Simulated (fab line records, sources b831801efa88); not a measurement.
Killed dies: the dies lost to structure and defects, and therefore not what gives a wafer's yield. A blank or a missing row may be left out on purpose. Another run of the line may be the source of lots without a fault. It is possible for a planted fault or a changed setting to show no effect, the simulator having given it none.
Tool commonality check :: flow gf180mcu :: Sample size 14 lots and 40 wafers

THE REASON FOR OPENING IT
At GF_NSD_CD_MEAS_07 the reading cd nm is flagged on 2 of 14 lots. Wafers without a fault read 400.2 nm, standard deviation 2.
Rule: flag the lot when none of its wafers has a number, or when each of its wafers that has one lies beyond 4 standard deviations from that mean. The other lots count as sound.

lot: L567
measured: day 13 06:22
on: cd sem-02
cd nm (nm), wafer by wafer: 399.0 398.2 400.0
flag: 

lot: L568
measured: day 13 13:03
on: cd sem-01
cd nm (nm), wafer by wafer: 399.1 398.0 398.8
flag: 

lot: L570
measured: day 14 14:34
on: cd sem-01
cd nm (nm), wafer by wafer: 403.1 402.1 403.1
flag: 

lot: L571
measured: day 14 21:52
on: cd sem-01
cd nm (nm), wafer by wafer: 400.9 399.5 402.4
flag: 

lot: L572
measured: day 15 06:21
on: cd sem-01
cd nm (nm), wafer by wafer: 397.8 398.0 398.8
flag: 

lot: L574
measured: day 15 18:38
on: cd sem-01
cd nm (nm), wafer by wafer: 398.9 402.8 399.8
flag: 

lot: L575
measured: day 16 04:41
on: cd sem-02
cd nm (nm), wafer by wafer: 401.3 401.2 398.9
flag: 

lot: L576
measured: day 16 13:31
on: cd sem-02
cd nm (nm), wafer by wafer: 401.1 404.3 402.8
flag: 

lot: L577
measured: day 16 22:06
on: cd sem-02
cd nm (nm), wafer by wafer: 398.9 398.7 400.8
flag: 

lot: L578
measured: day 17 10:58
on: cd sem-01
cd nm (nm), wafer by wafer: 403.0 402.2 402.4
flag: 

lot: L579
measured: day 17 21:16
on: cd sem-01
cd nm (nm), wafer by wafer: 401.5 399.1 399.0
flag: 

lot: L580
measured: day 18 00:25
on: cd sem-01
cd nm (nm), wafer by wafer: 401.1 402.9 402.1
flag: 

lot: L588
measured: day 20 19:49
on: cd sem-02
cd nm (nm), wafer by wafer: 305.5 306.6
flag: FLAGGED

lot: L590
measured: day 21 05:37
on: cd sem-02
cd nm (nm), wafer by wafer: 306.4 304.7
flag: FLAGGED
The mean of the flagged lots' numbers is 305.8 nm, -94.4 nm from the usual (-47 standard deviations).

TOOL THAT RAN EACH LOT
Before the reading, the record contains 2 process steps out of a 602-step route. Every cell lists first the tool, next ch and the chambers used by the sampled wafers, and last the start.
lot: L567
flag: 
GF_HV_LDD_STRIP_37: plasma asher-04 ch 0,1, day 11 12:06
GF_NSD_DEVELOP_06: litho track-03 ch 0, day 13 06:14

lot: L568
flag: 
GF_HV_LDD_STRIP_37: plasma asher-03 ch 0,1, day 11 19:03
GF_NSD_DEVELOP_06: litho track-01 ch 0, day 13 12:55

lot: L570
flag: 
GF_HV_LDD_STRIP_37: plasma asher-03 ch 0,1, day 12 18:43
GF_NSD_DEVELOP_06: litho track-03 ch 0, day 14 14:25

lot: L571
flag: 
GF_HV_LDD_STRIP_37: plasma asher-04 ch 0,1, day 13 01:49
GF_NSD_DEVELOP_06: litho track-03 ch 0, day 14 21:43

lot: L572
flag: 
GF_HV_LDD_STRIP_37: plasma asher-03 ch 0,1, day 13 09:13
GF_NSD_DEVELOP_06: litho track-02 ch 0, day 15 06:12

lot: L574
flag: 
GF_HV_LDD_STRIP_37: plasma asher-02 ch 0,1, day 13 20:52
GF_NSD_DEVELOP_06: litho track-01 ch 0, day 15 18:29

lot: L575
flag: 
GF_HV_LDD_STRIP_37: plasma asher-03 ch 1, day 14 06:31
GF_NSD_DEVELOP_06: litho track-01 ch 0, day 16 04:32

lot: L576
flag: 
GF_HV_LDD_STRIP_37: plasma asher-04 ch 0,1, day 14 15:26
GF_NSD_DEVELOP_06: litho track-03 ch 0, day 16 13:22

lot: L577
flag: 
GF_HV_LDD_STRIP_37: plasma asher-02 ch 0,1, day 14 23:05
GF_NSD_DEVELOP_06: litho track-01 ch 0, day 16 21:58

lot: L578
flag: 
GF_HV_LDD_STRIP_37: plasma asher-03 ch 0,1, day 15 10:31
GF_NSD_DEVELOP_06: litho track-01 ch 0, day 17 10:49

lot: L579
flag: 
GF_HV_LDD_STRIP_37: plasma asher-04 ch 0,1, day 15 20:34
GF_NSD_DEVELOP_06: litho track-03 ch 0, day 17 21:07

lot: L580
flag: 
GF_HV_LDD_STRIP_37: plasma asher-02 ch 0,1, day 15 23:25
GF_NSD_DEVELOP_06: litho track-01 ch 0, day 18 00:16

lot: L588
flag: FLAGGED
GF_HV_LDD_STRIP_37: plasma asher-03 ch 0,1, day 18 16:16
GF_NSD_DEVELOP_06: litho track-03 ch 0, day 20 19:40

lot: L590
flag: FLAGGED
GF_HV_LDD_STRIP_37: plasma asher-02 ch 0,1, day 19 02:29
GF_NSD_DEVELOP_06: litho track-03 ch 0, day 21 05:28
What these steps do:
- GF_HV_LDD_STRIP_37: strips in O2/N2.
- GF_NSD_DEVELOP_06: develop time 60 s.
- GF_NSD_CD_MEAS_07: target cd 400 nm.

FLAGGED AGAINST TOTAL, ONE TOOL AT A TIME (gauges that did the reading follow at the end)
step: GF_HV_LDD_STRIP_37
tool: plasma asher-02
lots run: 4
flagged: 1
share of the flagged lots: some
sound lots run after its first flagged lot: 0

step: GF_HV_LDD_STRIP_37
tool: plasma asher-03
lots run: 6
flagged: 1
share of the flagged lots: some
sound lots run after its first flagged lot: 0

step: GF_HV_LDD_STRIP_37
tool: plasma asher-04
lots run: 4
flagged: 0
share of the flagged lots: none
sound lots run after its first flagged lot: -

step: GF_NSD_DEVELOP_06
tool: litho track-01
lots run: 6
flagged: 0
share of the flagged lots: none
sound lots run after its first flagged lot: -

step: GF_NSD_DEVELOP_06
tool: litho track-02
lots run: 1
flagged: 0
share of the flagged lots: none
sound lots run after its first flagged lot: -

step: GF_NSD_DEVELOP_06
tool: litho track-03
lots run: 7
flagged: 2
share of the flagged lots: all
sound lots run after its first flagged lot: 0

step: GF_NSD_CD_MEAS_07
tool: cd sem-01
lots run: 8
flagged: 0
share of the flagged lots: none
sound lots run after its first flagged lot: -

step: GF_NSD_CD_MEAS_07
tool: cd sem-02
lots run: 6
flagged: 2
share of the flagged lots: all
sound lots run after its first flagged lot: 0

THE TABLE: WHAT IT ALLOWS
In 2 table rows, all flagged lots were run: litho track-03 (GF_NSD_DEVELOP_06), cd sem-02 (GF_NSD_CD_MEAS_07).
- litho track-03 at GF_NSD_DEVELOP_06: 2 of its 7 lots flagged. Its last sound lot is L579 (day 17 21:07), its first flagged lot L588 (day 20 19:40): a fault that began between those two fits.
- cd sem-02 at GF_NSD_CD_MEAS_07: 2 of its 6 lots flagged. Its last sound lot is L577 (day 16 22:06), its first flagged lot L588 (day 20 19:49): a fault that began between those two fits.
A lot count leaves these 2 tools indistinguishable: every one of them fits a fault beginning at some hour. More lots, or a look at what each step does to the wafer, might.

WHAT THE SIMULATOR HAD INSERTED
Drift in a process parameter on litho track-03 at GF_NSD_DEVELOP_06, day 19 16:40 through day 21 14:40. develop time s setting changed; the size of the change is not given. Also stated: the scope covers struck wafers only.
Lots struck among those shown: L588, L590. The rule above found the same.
